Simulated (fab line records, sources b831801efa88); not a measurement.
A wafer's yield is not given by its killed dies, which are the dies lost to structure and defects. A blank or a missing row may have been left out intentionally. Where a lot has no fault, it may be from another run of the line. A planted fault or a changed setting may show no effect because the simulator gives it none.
Problem report in the 8D (eight disciplines) form, filled by code ; flow sfq_line ; the parts of the form that need people (team, actions taken, sign-off) are left out

## 1. WHAT WENT WRONG
Wafers without a fault read 0.13332 Pa, standard deviation 0.00025; chamber_pressure_pa at SFQ_TRILAYER_M4_DEP_SPUTTER_091 reads a mean of 0.15080 Pa on 2 wafers belonging to 2 lots. That puts it +70 standard deviations away from the usual mean.
The step: material Nb, target thk 200 nm, time 133.3 s.
First observed at day 37 14:58: wafer L964.1, on pvd_sputter-06. The record has a number at this step for 42 wafers belonging to 14 lots. Rule for "out", or "out of limits": more than 4 standard deviations from the usual mean. The rest of the wafers with a number are treated as sound.

## 2. WHAT IT IS; WHAT IT IS NOT
question;is;is not
which readings at this step;chamber_pressure_pa;-
which lots;L964, L965;L958, L959, L961, L962, L963, L970, L971, L972, L975, L976, L977, L978
which wafers of those lots;L964.1, L965.1;L964.2, L964.6, L965.4, L965.6
read on which tools;pvd_sputter-06;pvd_sputter-03, pvd_sputter-05
when;from day 37 14:58;"up to then (17 sound wafers); but 23 sound wafers of L965, L970, L971, L972, L975, L976, L977, L978 came after"

## 3. SUSPECTS, AND WHAT RULES EACH OUT
Counting: any tool at a process step up to the reading remains a suspect provided it ran every lot that is out. Sound lots after the first of them don't rule it out here, since some wafers of a struck lot are sound.
- pvd_sputter-06 at SFQ_TRILAYER_M4_DEP_SPUTTER_091 (material Nb, target thk 200 nm, time 133.3 s): kept. It ran every lot that is out, first L964 (day 37 14:58); its last sound lot up to then is L963 (day 37 03:59). Its own readings are out on those wafers: chamber_pressure_pa.
Remaining after the count: pvd_sputter-06 at SFQ_TRILAYER_M4_DEP_SPUTTER_091.

## 4. THE CAUSE (what the simulator had put in)
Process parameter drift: pvd_sputter-06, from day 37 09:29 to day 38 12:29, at SFQ_TRILAYER_M4_DEP_SPUTTER_091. A move of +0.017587 in setting chamber_pressure_pa, from 0.1333. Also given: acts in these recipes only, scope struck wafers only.
The count eliminated every tool but this one.

## 5. THE CHAIN OF EFFECTS, in route order
One row per reading whose mean, taken over the struck wafers that have a number, lies over 3 standard deviations from the usual. Only readings whose record carries a usual standard deviation are examined. hours: median over the lots of the time between each lot's start at the first step of this table that gives one and its start at this step. sigmas: the change, counted in usual standard deviations.
hours;step;reading;usual;on struck wafers;change;sigmas
0;SFQ_TRILAYER_M4_DEP_SPUTTER_091;chamber_pressure_pa;0.13332 Pa;0.15080;+0.01749;+70
Here are the process steps it includes:
- SFQ_TRILAYER_M4_DEP_SPUTTER_091: material Nb, target thk 200 nm, time 133.3 s.

## 6. HOW IT WOULD HAVE BEEN CAUGHT EARLIER
5 hours passed between the start of the fault at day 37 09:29 and the first reading out of limits in this record, taken at day 37 14:58.
